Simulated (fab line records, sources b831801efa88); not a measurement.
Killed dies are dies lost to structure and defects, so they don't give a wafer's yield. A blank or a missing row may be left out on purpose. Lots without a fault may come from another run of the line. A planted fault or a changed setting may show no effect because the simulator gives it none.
Chamber matching | flow gf180mcu | GF_V3_CMP_26 on cmp-01: 4 sister chambers
The step polishes, stops on SiO2, t overpolish 15 s, target thk 0 nm. 14 wafers are shown with their chamber, then 7 later ones without.

WAFERS WITH THEIR CHAMBER
wafer  | chamber | motor_current_A (A) | time_to_endpoint_s (s) | slurry_filter_dp_kPa (kPa)
L683.2 | 1       | 10.6                | 84.2                   | 13.47
L683.4 | 2       | 11.6                | 90.1                   | 13.62
L683.6 | 0       | 10.6                | 85.4                   | 13.62
L684.1 | 3       | 10.4                | 82.1                   | 13.57
L684.3 | 1       | 9.9                 | 82.3                   | 13.33
L684.4 | 0       | 10.1                | 84.7                   | 13.56
L685.1 | 0       | 10.1                | 84.1                   | 13.66
L685.3 | 1       | 10.7                | 82.4                   | 13.59
L685.5 | 2       | 11.6                | 84.0                   | 13.70
L688.2 | 1       | 10.8                | 78.2                   | 13.41
L688.4 | 2       | 11.4                | 79.9                   | 13.34
L688.6 | 1       | 10.6                | 78.6                   | 13.56
L691.2 | 2       | 10.8                | 79.6                   | 13.68
L691.3 | 3       | 10.2                | 80.1                   | 13.52

SIGNATURES (means of the wafers above)
reading              | chamber 0 | chamber 1 | chamber 2 | chamber 3 | scatter within a chamber
motor_current_A      | 10.267    | 10.520    | 11.350    | 10.300    | 0.335
time_to_endpoint_s   | 84.733    | 81.140    | 83.400    | 81.100    | 3.2
slurry_filter_dp_kPa | 13.6133   | 13.4720   | 13.5850   | 13.5450   | 0.116
Rule: a wafer's distance from a chamber is the root of the sum, over the readings, of the square of ((its reading less the chamber's mean) divided by the reading's scatter). The wafer belongs to the nearest chamber; if the next one is less than 2 further off, it can't be placed. The scatter: the root of (the sum of the squares of (reading less its chamber's mean) over the shown wafers, divided by (wafers less chambers)).

WAFERS WITHOUT THEIR CHAMBER
wafer  | motor_current_A (A) | time_to_endpoint_s (s) | slurry_filter_dp_kPa (kPa)
L691.6 | 10.7                | 83.1                   | 13.34
L697.2 | 10.6                | 86.7                   | 13.36
L697.4 | 10.8                | 84.3                   | 13.57
L697.6 | 10.1                | 85.7                   | 13.66
L698.2 | 11.5                | 85.2                   | 13.48
L698.3 | 10.3                | 82.8                   | 13.39
L698.4 | 10.1                | 84.9                   | 13.55

WHICH CHAMBER EACH WENT THROUGH
wafer  | from the rows above               | in truth
L691.6 | can't be placed: 1 or 3 or 0 or 2 | 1
L697.2 | can't be placed: 1 or 0 or 3 or 2 | 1
L697.4 | can't be placed: 1 or 0 or 2 or 3 | 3
L697.6 | can't be placed: 0 or 3 or 1      | 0
L698.2 | 2                                 | 2
L698.3 | can't be placed: 1 or 3 or 0      | 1
L698.4 | can't be placed: 0 or 3 or 1      | 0
Placed correctly: 1 of 7. Can't be placed from these rows: 6 (the true chamber is among the candidates in 6). Placed wrongly: 0.
